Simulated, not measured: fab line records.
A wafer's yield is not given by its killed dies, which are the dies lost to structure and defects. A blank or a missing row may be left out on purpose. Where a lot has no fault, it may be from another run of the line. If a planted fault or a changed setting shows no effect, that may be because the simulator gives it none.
Problem report, 8D (eight disciplines) form, completed by code ; flow sfqLine ; the parts of the form that need people (team, actions taken, sign-off) are left out

1. WHAT WENT WRONG
Mean M0_NB_RS at SFQ_M0_RS_MEAS_904: 0.970 ohm/sq over 9 wafers in 3 lots; fault-free wafers: 0.888 ohm/sq, standard deviation 0.0095. Measured from the usual mean, that is +8.6 standard deviations.
The step: measures by four-point-probe.
The first sign was on wafer L412.1 at day 11 07:35, on filmMetro-03. At this step, 45 wafers from 15 lots have a number in the record. Rule for "out", or "out of limits": more than 4 standard deviations from the usual mean. The other wafers with a number count as sound.

2. WHAT IT IS, WHAT IT ISN'T
question;is;is not
which readings at this step;M0_NB_RS;-
which lots;L412, L414, L415;L392, L394, L395, L396, L397, L398, L399, L400, L401, L402, L403, L405
which wafers of those lots;all that have a number;-
read on which gauges;filmMetro-03, filmMetro-04;filmMetro-02
when;from day 11 07:35;up to then (36 sound wafers)

3. WHAT RULES OUT EACH SUSPECT
Counting: a tool stays on the suspect list if, at a process step up to the reading, it processed all lots that are out and no sound lot following the first of them.
- ruled out: the gauge at SFQ_M0_RS_MEAS_904. 2 gauges (filmMetro-03, filmMetro-04) read the wafers that are out.
- pvdSputter-03 at SFQ_TRILAYER_M0_DEP_SPUTTER_019 (material Nb, target thk 200 nm, time 133.3 s): kept. Every lot that is out went through it, starting with L412 (day 11 07:29), and after that it ran no sound lot; the last sound lot it ran before then is L405 (day 9 20:32).
The count leaves pvdSputter-03 at SFQ_TRILAYER_M0_DEP_SPUTTER_019.

4. THE CAUSE (what the simulator had put in)
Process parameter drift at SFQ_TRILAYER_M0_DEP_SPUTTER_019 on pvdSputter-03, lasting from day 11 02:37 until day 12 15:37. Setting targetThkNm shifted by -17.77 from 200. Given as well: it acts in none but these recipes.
Only this tool survived the counting.

5. THE EFFECT CHAIN, in route order
Each row: a reading where the mean over the struck wafers with a number is more than 3 standard deviations away from the usual. Only readings whose record carries a usual standard deviation are examined. hours: median over the lots of the time between each lot's start at the first step of this table that gives one and its start at this step. sigmas: the change, counted in usual standard deviations.
hours;step;reading;usual;on struck wafers;change;sigmas
0;SFQ_M0_RS_MEAS_904;M0_NB_RS;0.888 ohm/sq;0.970;+0.082;+8.6
35;SFQ_TRILAYER_M0_ETCH_METAL_ETCH_024;oesProductAu;0.896 a.u.;0.853;-0.043;-6.0
Here are the process steps it includes:
- SFQ_TRILAYER_M0_ETCH_METAL_ETCH_024: etches Nb in Cl2/Ar, stops on SiO2, target depth 240 nm, time 120 s.
Later measuring or inspecting steps at which every struck wafer that the step has a row for has a number for every such reading, and none has moved that far: SFQ_M0_OVL_MEAS_906, SFQ_M1_OVL_MEAS_911.

6. WHAT WOULD HAVE CAUGHT IT SOONER
The first out-of-limits reading at a measuring or inspecting step in this record came at day 11 07:35, 5 hours after the fault's start at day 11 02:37.
No tool reading at SFQ_TRILAYER_M0_DEP_SPUTTER_019 that has a usual standard deviation in the record was out on any struck wafer, so an alarm limit of 4 standard deviations on those readings would not have fired.
L414, L415, from the lots that are out (3), started SFQ_TRILAYER_M0_DEP_SPUTTER_019 on pvdSputter-03 later than day 11 07:35. A hold on the tool at that time would have spared those 2.
